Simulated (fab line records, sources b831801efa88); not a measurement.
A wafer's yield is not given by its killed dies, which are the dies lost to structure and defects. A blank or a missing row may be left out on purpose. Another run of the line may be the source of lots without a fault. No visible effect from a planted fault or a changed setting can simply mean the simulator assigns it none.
fab line records -- flow sky130
[record] lots = 11, wafers = 33, last_day = 50
route steps=708 shown SD_N@351 CONTACT@420
lots with no fault: from the same line, run without faults
start_h: hours from the record's opening day to when the first of the lot's shown wafers began -- wait_h: time in hours since the lot's previous step -- " identical to the entry in the row above -- L1.1+2: one row covering several wafers at once -- - no value present, or no start provided -- * or withheld: withheld -- < > ~ a bound
route shown NAME@n: names a module that has steps shown in the file, with the first one's number in the route -- usual: the fault-free wafers' mean and standard deviation -- same: alike in all rows -- chamber/n: place in a boat -- sites: each site's reading -- _std_site: the values' standard deviation -- _edge_site: the outer-site mean with the inner-site mean subtracted -- radius_mm: for every site, how far away it sits from the centre of the wafer -- mask NAME#n: copy n -- behind: tool/chamber where the wafer was last shaped -- hold: cause of the lot's hold/its duration in hours/its outcome -- device: the transistor (n, p or np) that didn't switch -- end of line: tests run on the same wafers once the route is complete -- a step with no rows: only its recipe -- killed: the dies lost at the first sort to structure and to defects; this is not the yield of the wafer -- map: shows each die of a wafer: x if killed, . if not, _ if none is there
set.NAME: the setting the step ran with; set.NAME@STEP: the setting that earlier step ran with -- model.NAME: the simulator's own value behind a step, which no gauge read
route steps across a sampled set of lots; one table per step, one row per wafer
services: a tool's chamber out of use, with start hour (start_h, from the record's first day; less than 0 if before it), hours out, and reason
[[steps]]
[step SKY_SD_N_IMPLANT_09]
[recipe] species = As, energy_kev = 50, dose_cm2 = 4e+15, tilt_deg = 0
[usual] beam_on_s = 19.1/0.58, dose_ions_cm2 = 4e+15/4.6e+12
lot.wafer,tool,chamber,start_h,wait_h,beam_on_s,dose_ions_cm2
L206.2,implanter-01,0,653.09,0.0,19.6,3.999e+15
L206.3,implanter-01,0,653.09,0.0,20.4,4e+15
L206.4,implanter-01,0,653.09,0.0,20.0,3.997e+15
L207.1,implanter-02,0,665.79,0.0,19.0,4.003e+15
L207.2,implanter-02,0,665.79,0.0,19.1,4.008e+15
L207.6,implanter-02,0,665.79,0.0,19.1,4.003e+15
L212.2,implanter-04,0,718.43,0.0,18.0,3.998e+15
L212.4,implanter-04,0,718.43,0.0,18.8,4e+15
L212.6,implanter-04,0,718.43,0.0,18.6,3.997e+15
L211.4,implanter-02,0,719.07,0.1,19.6,4.002e+15
L211.5,implanter-02,0,719.07,0.1,18.8,4.004e+15
L211.6,implanter-02,0,719.07,0.1,19.4,4.003e+15
L215.1,implanter-02,0,739.86,0.0,19.6,3.996e+15
L215.4,implanter-02,0,739.86,0.0,19.0,4e+15
L215.6,implanter-02,0,739.86,0.0,18.3,3.993e+15
L216.3,implanter-01,0,746.51,0.1,19.1,4.001e+15
L216.4,implanter-01,0,746.51,0.1,19.3,3.999e+15
L216.6,implanter-01,0,746.51,0.1,19.5,4.002e+15
L222.1,implanter-01,0,787.49,0.0,30.2,6.113e+15
L222.4,implanter-01,0,787.49,0.0,29.3,6.116e+15
L222.5,implanter-01,0,787.49,0.0,30.1,6.122e+15
L223.1,implanter-01,0,790.76,0.0,29.1,6.118e+15
L223.3,implanter-01,0,790.76,0.0,29.9,6.112e+15
L223.4,implanter-01,0,790.76,0.0,30.1,6.117e+15
L226.1,implanter-02,0,823.80,0.0,18.6,3.994e+15
L226.3,implanter-02,0,823.80,0.0,18.8,4.001e+15
L226.6,implanter-02,0,823.80,0.0,18.6,4.003e+15
L227.1,implanter-02,0,824.10,0.2,19.1,3.998e+15
L227.5,implanter-02,0,824.10,0.2,18.6,4.006e+15
L227.6,implanter-02,0,824.10,0.2,18.6,4.003e+15
L228.2,implanter-02,0,824.52,0.0,18.9,3.993e+15
L228.5,implanter-02,0,824.52,0.0,19.2,4e+15
L228.6,implanter-02,0,824.52,0.0,19.3,3.996e+15
[step SKY_SD_N_STRIP_11]
[recipe] chemistry = O2/N2, power_w = 1400, pressure_mtorr = 1500, platen_temp_c = withheld, o2_flow_sccm = 3000, n2_flow_sccm = 300, overash_fraction = 0.5
[usual] drypump_motor_current_A = 5.76/0.12, oes_product_au = 0.527/0.0045, strip_time_to_endpoint_s = 22.55/0.044
lot.wafer,tool,chamber,start_h,wait_h,drypump_motor_current_A,oes_product_au,rf_hours_counter_h,strip_time_to_endpoint_s
L206.2,plasma_asher-01,1,653.36,0.1,5.78,0.531,94,22.54
L206.3,plasma_asher-01,1,653.36,0.1,5.78,0.531,-,22.56
L206.4,plasma_asher-01,0,653.36,0.1,5.84,0.536,-,22.54
L207.1,plasma_asher-02,1,666.09,0.1,5.85,0.526,87,22.51
L207.2,plasma_asher-02,0,666.09,0.1,5.52,0.526,87,22.53
L207.6,plasma_asher-02,1,666.09,0.1,5.92,0.523,-,22.52
L212.2,plasma_asher-02,0,718.70,0.1,5.55,0.525,92,22.59
L212.4,plasma_asher-02,1,718.70,0.1,5.91,0.530,-,22.58
L212.6,plasma_asher-02,0,718.70,0.1,5.54,0.517,-,22.55
L211.4,plasma_asher-04,1,719.33,0.1,5.81,0.524,-,22.57
L211.5,plasma_asher-04,1,719.33,0.1,5.82,0.532,-,22.54
L211.6,plasma_asher-04,0,719.33,0.1,5.70,0.528,-,22.58
L215.1,plasma_asher-04,0,740.16,0.1,5.72,0.525,31,22.56
L215.4,plasma_asher-04,1,740.16,0.1,5.80,0.531,-,22.60
L215.6,plasma_asher-04,1,740.16,0.1,5.77,0.529,-,22.58
L216.3,plasma_asher-02,0,746.80,0.1,5.55,0.527,-,22.56
L216.4,plasma_asher-02,1,746.80,0.1,5.91,0.534,-,22.56
L216.6,plasma_asher-02,0,746.80,0.1,5.55,0.520,-,22.56
L222.1,plasma_asher-02,1,787.79,0.1,5.87,0.519,99,23.50
L222.4,plasma_asher-02,0,787.79,0.1,5.52,0.516,-,23.48
L222.5,plasma_asher-02,0,787.79,0.1,5.54,0.511,-,23.48
L223.1,plasma_asher-01,1,791.06,0.1,5.77,0.512,5,23.55
L223.3,plasma_asher-01,0,791.06,0.1,5.82,0.514,-,23.55
L223.4,plasma_asher-01,1,791.06,0.1,5.77,0.507,-,23.55
L226.1,plasma_asher-04,0,824.10,0.1,5.67,0.530,39,22.49
L226.3,plasma_asher-04,1,824.10,0.1,5.80,0.532,-,22.49
L226.6,plasma_asher-04,1,824.10,0.1,5.77,0.532,-,22.47
L227.1,plasma_asher-04,1,824.40,0.1,5.82,0.526,39,22.56
L227.5,plasma_asher-04,1,824.40,0.1,5.82,0.530,-,22.59
L227.6,plasma_asher-04,0,824.40,0.1,5.72,0.517,-,22.56
L228.2,plasma_asher-02,0,824.79,0.1,5.56,0.526,103,22.63
L228.5,plasma_asher-02,0,824.79,0.1,5.56,0.519,-,22.65
L228.6,plasma_asher-02,1,824.79,0.1,5.92,0.527,-,22.66
[step SKY_SD_N_RS_MEAS_16]
[recipe] thk_meas_gauge = four-point-probe
[usual] SD_N_RS = 68.51/0.1
lot.wafer,tool,chamber,start_h,wait_h,SD_N_RS[ohm/sq]
L206.2,film_metro-04,-,653.77,0.1,68.51
L206.3,film_metro-04,-,653.77,0.1,68.53
L206.4,film_metro-04,-,653.77,0.1,68.35
L207.1,film_metro-03,-,666.48,0.1,68.56
L207.2,film_metro-03,-,666.48,0.1,68.59
L207.6,film_metro-03,-,666.48,0.1,68.52
L212.2,film_metro-02,-,719.11,0.1,68.63
L212.4,film_metro-02,-,719.11,0.1,68.57
L212.6,film_metro-02,-,719.11,0.1,68.54
L211.4,film_metro-03,-,719.74,0.1,68.40
L211.5,film_metro-03,-,719.74,0.1,68.54
L211.6,film_metro-03,-,719.74,0.1,68.58
L215.1,film_metro-03,-,740.55,0.1,68.54
L215.4,film_metro-03,-,740.55,0.1,68.60
L215.6,film_metro-03,-,740.55,0.1,68.50
L216.3,film_metro-02,-,747.24,0.1,68.30
L216.4,film_metro-02,-,747.24,0.1,68.49
L216.6,film_metro-02,-,747.24,0.1,68.52
L222.1,film_metro-04,-,788.18,0.1,65.42
L222.4,film_metro-04,-,788.18,0.1,65.36
L222.5,film_metro-04,-,788.18,0.1,65.33
L223.1,film_metro-02,-,791.45,0.1,65.33
L223.3,film_metro-02,-,791.45,0.1,65.34
L223.4,film_metro-02,-,791.45,0.1,65.47
L226.1,film_metro-02,-,824.49,0.1,68.60
L226.3,film_metro-02,-,824.49,0.1,68.58
L226.6,film_metro-02,-,824.49,0.1,68.54
L227.1,film_metro-03,-,824.79,0.1,68.52
L227.5,film_metro-03,-,824.79,0.1,68.49
L227.6,film_metro-03,-,824.79,0.1,68.43
L228.2,film_metro-02,-,825.20,0.1,68.58
L228.5,film_metro-02,-,825.20,0.1,68.50
L228.6,film_metro-02,-,825.20,0.1,68.31
[step SKY_CONTACT_CD_MEAS_14]
[recipe] target_cd_nm = 170
[usual] cd_nm = 170.0/1.3
lot.wafer,tool,chamber,start_h,wait_h,cd_nm
L206.2,cd_sem-02,-,741.25,-,171.1
L206.3,cd_sem-02,-,741.25,-,171.3
L206.4,cd_sem-02,-,741.25,-,171.6
L207.1,cd_sem-02,-,754.29,-,167.2
L207.2,cd_sem-02,-,754.29,-,168.8
L207.6,cd_sem-02,-,754.29,-,168.2
L212.2,cd_sem-02,-,804.58,-,171.9
L212.4,cd_sem-02,-,804.58,-,171.4
L212.6,cd_sem-02,-,804.58,-,171.6
L211.4,cd_sem-01,-,805.62,-,170.5
L211.5,cd_sem-01,-,805.62,-,170.3
L211.6,cd_sem-01,-,805.62,-,171.3
L215.1,cd_sem-02,-,824.04,-,171.1
L215.4,cd_sem-02,-,824.04,-,170.0
L215.6,cd_sem-02,-,824.04,-,169.6
L216.3,cd_sem-01,-,831.12,-,171.0
L216.4,cd_sem-01,-,831.12,-,170.3
L216.6,cd_sem-01,-,831.12,-,170.4
L222.1,cd_sem-01,-,870.01,-,170.7
L222.4,cd_sem-01,-,870.01,-,171.1
L222.5,cd_sem-01,-,870.01,-,172.5
L223.1,cd_sem-01,-,873.99,-,167.9
L223.3,cd_sem-01,-,873.99,-,167.7
L223.4,cd_sem-01,-,873.99,-,170.1
L226.1,cd_sem-02,-,906.48,-,169.9
L226.3,cd_sem-02,-,906.48,-,168.8
L226.6,cd_sem-02,-,906.48,-,169.3
L227.1,cd_sem-02,-,906.71,-,169.8
L227.5,cd_sem-02,-,906.71,-,170.5
L227.6,cd_sem-02,-,906.71,-,170.6
L228.2,cd_sem-01,-,908.76,-,169.4
L228.5,cd_sem-01,-,908.76,-,168.4
L228.6,cd_sem-01,-,908.76,-,170.4
[step SKY_CONTACT_ETCH_17]
[recipe] target = SiO2, chemistry = C4F8/O2/Ar, stop_on = Si3N4, mask_material = KrF-thick, source_w = 1500, bias_w = 1200, pressure_mtorr = 40, c4f8_flow_sccm = withheld, O2_flow_sccm = 6, Ar_flow_sccm = 300, time_s = withheld, target_depth_a = 3400
[usual] oes_product_au = 0.893/0.0044
lot.wafer,tool,chamber,start_h,wait_h,oes_product_au
L206.2,rie_diel-04,3,741.43,0.0,0.893
L206.3,rie_diel-04,1,741.43,0.0,0.887
L206.4,rie_diel-04,1,741.43,0.0,0.891
L207.1,rie_diel-03,3,754.48,0.0,0.895
L207.2,rie_diel-03,1,754.48,0.0,0.901
L207.6,rie_diel-03,1,754.48,0.0,0.890
L212.2,rie_diel-01,3,804.76,0.0,0.892
L212.4,rie_diel-01,1,804.76,0.0,0.893
L212.6,rie_diel-01,1,804.76,0.0,0.895
L211.4,rie_diel-03,0,805.76,0.0,0.893
L211.5,rie_diel-03,2,805.76,0.0,0.890
L211.6,rie_diel-03,1,805.76,0.0,0.892
L215.1,rie_diel-03,2,824.24,0.0,0.884
L215.4,rie_diel-03,1,824.24,0.0,0.892
L215.6,rie_diel-03,1,824.24,0.0,0.894
L216.3,rie_diel-04,2,831.28,0.0,0.897
L216.4,rie_diel-04,1,831.28,0.0,0.903
L216.6,rie_diel-04,3,831.28,0.0,0.893
L222.1,rie_diel-01,1,870.21,0.0,0.890
L222.4,rie_diel-01,0,870.21,0.0,0.891
L222.5,rie_diel-01,1,870.21,0.0,0.895
L223.1,rie_diel-03,0,874.19,0.0,0.895
L223.3,rie_diel-03,3,874.19,0.0,0.882
L223.4,rie_diel-03,1,874.19,0.0,0.897
L226.1,rie_diel-04,2,906.68,0.0,0.888
L226.3,rie_diel-04,3,906.68,0.0,0.897
L226.6,rie_diel-04,1,906.68,0.0,0.894
L227.1,rie_diel-01,2,906.91,0.0,0.898
L227.5,rie_diel-01,2,906.91,0.0,0.889
L227.6,rie_diel-01,1,906.91,0.0,0.894
L228.2,rie_diel-03,1,908.94,0.0,0.883
L228.5,rie_diel-03,1,908.94,0.0,0.889
L228.6,rie_diel-03,0,908.94,0.0,0.894
[step SKY_CONTACT_SPUTTER_23]
[recipe] material = TiN, target_thk_nm = 20, chamber_pressure_pa = 5, power_w = 4000, time_s = 80
[usual] throttle_valve_pct = 30.2/0.79
lot.wafer,tool,chamber,start_h,wait_h,throttle_valve_pct
L206.2,pvd_sputter-02,-,742.11,0.0,31.2
L206.3,pvd_sputter-02,-,742.11,0.0,30.5
L206.4,pvd_sputter-02,-,742.11,0.0,29.7
L207.1,pvd_sputter-04,-,755.17,0.0,30.3
L207.2,pvd_sputter-04,-,755.17,0.0,30.0
L207.6,pvd_sputter-04,-,755.17,0.0,31.3
L212.2,pvd_sputter-03,-,805.48,0.0,29.8
L212.4,pvd_sputter-03,-,805.48,0.0,30.8
L212.6,pvd_sputter-03,-,805.48,0.0,30.8
L211.4,pvd_sputter-03,-,806.44,0.0,31.3
L211.5,pvd_sputter-03,-,806.44,0.0,31.3
L211.6,pvd_sputter-03,-,806.44,0.0,31.2
L215.1,pvd_sputter-04,-,824.96,0.0,31.3
L215.4,pvd_sputter-04,-,824.96,0.0,29.9
L215.6,pvd_sputter-04,-,824.96,0.0,29.6
L216.3,pvd_sputter-04,-,831.96,0.0,29.8
L216.4,pvd_sputter-04,-,831.96,0.0,30.0
L216.6,pvd_sputter-04,-,831.96,0.0,31.3
L222.1,pvd_sputter-02,-,870.89,0.0,30.4
L222.4,pvd_sputter-02,-,870.89,0.0,30.0
L222.5,pvd_sputter-02,-,870.89,0.0,31.1
L223.1,pvd_sputter-02,-,874.91,0.0,30.3
L223.3,pvd_sputter-02,-,874.91,0.0,29.8
L223.4,pvd_sputter-02,-,874.91,0.0,31.0
L226.1,pvd_sputter-04,-,907.36,0.0,30.1
L226.3,pvd_sputter-04,-,907.36,0.0,31.3
L226.6,pvd_sputter-04,-,907.36,0.0,30.2
L227.1,pvd_sputter-03,-,907.59,0.0,31.1
L227.5,pvd_sputter-03,-,907.59,0.0,30.7
L227.6,pvd_sputter-03,-,907.59,0.0,29.7
L228.2,pvd_sputter-02,-,909.62,0.0,30.5
L228.5,pvd_sputter-02,-,909.62,0.0,28.7
L228.6,pvd_sputter-02,-,909.62,0.0,31.1
[[services]]
tool,chamber,start_h,hours,kind
rie_diel-03,0,630.59,4.2,repair
implanter-02,-,635.12,22.5,pm
plasma_asher-04,-,641.20,1.4,repair
rie_diel-01,0,642.29,3.4,repair
plasma_asher-02,-,643.89,1.7,repair
rie_diel-01,1,662.22,7.5,repair
implanter-02,-,671.83,2.1,repair
rie_diel-01,0,686.61,6.1,repair
rie_diel-04,3,701.75,15.0,repair
rie_diel-01,0,713.73,3.6,repair
pvd_sputter-04,-,732.88,4.7,repair
rie_diel-03,-,740.46,4.0,repair
rie_diel-04,2,741.33,10.3,repair
implanter-01,-,743.13,0.9,repair
implanter-01,-,774.54,2.8,repair
rie_diel-03,3,777.58,3.3,repair
pvd_sputter-03,-,781.45,1.9,repair
rie_diel-04,-,786.63,2.8,pm
implanter-01,-,794.92,1.8,repair
rie_diel-01,1,805.73,5.0,repair
implanter-01,-,820.02,27.7,pm
implanter-02,-,851.18,3.7,pm
rie_diel-03,2,870.05,7.4,repair
rie_diel-03,-,903.88,3.2,repair
[[key]]
[first_sign] step = SKY_SD_N_IMPLANT_09, reading = dose_ions_cm2, direction = up, sigmas = 99+, usual = *, struck = *
[effect] step = SKY_SD_N_IMPLANT_09, reading = beam_on_s, direction = up, sigmas = 19, usual = 19.1, struck = 29.8
[effect] step = SKY_SD_N_STRIP_11, reading = strip_time_to_endpoint_s, direction = up, sigmas = 22, usual = *, struck = *
[effect] step = SKY_SD_N_RS_MEAS_16, reading = SD_N_RS, direction = down, sigmas = 31, usual = 68.51, struck = 65.38
met_at SKY_SD_N_IMPLANT_09
struck_lots L222,L223
tester_left_out L222,L223
not_acting_at SKY_CONTACT_CD_MEAS_14,SKY_CONTACT_ETCH_17,SKY_CONTACT_SPUTTER_23
onset_between 746.51 787.49
[fault] kind = process_parameter_drift, tool = implanter-01, chamber = -, onset_h = 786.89, steps = SKY_SD_N_IMPLANT_09, channel = dose_cm2, offset = *, shape = step, end_h = 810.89, acts_in = *, stated = *
// tester_left_out: of these lots the tester's yield and bins aren't shown, on N5 and GAA mostly nor the transistor test; their killed dies are dies lost to structure and defects alone, not to doping, threshold or leakage, so they don't give the yield
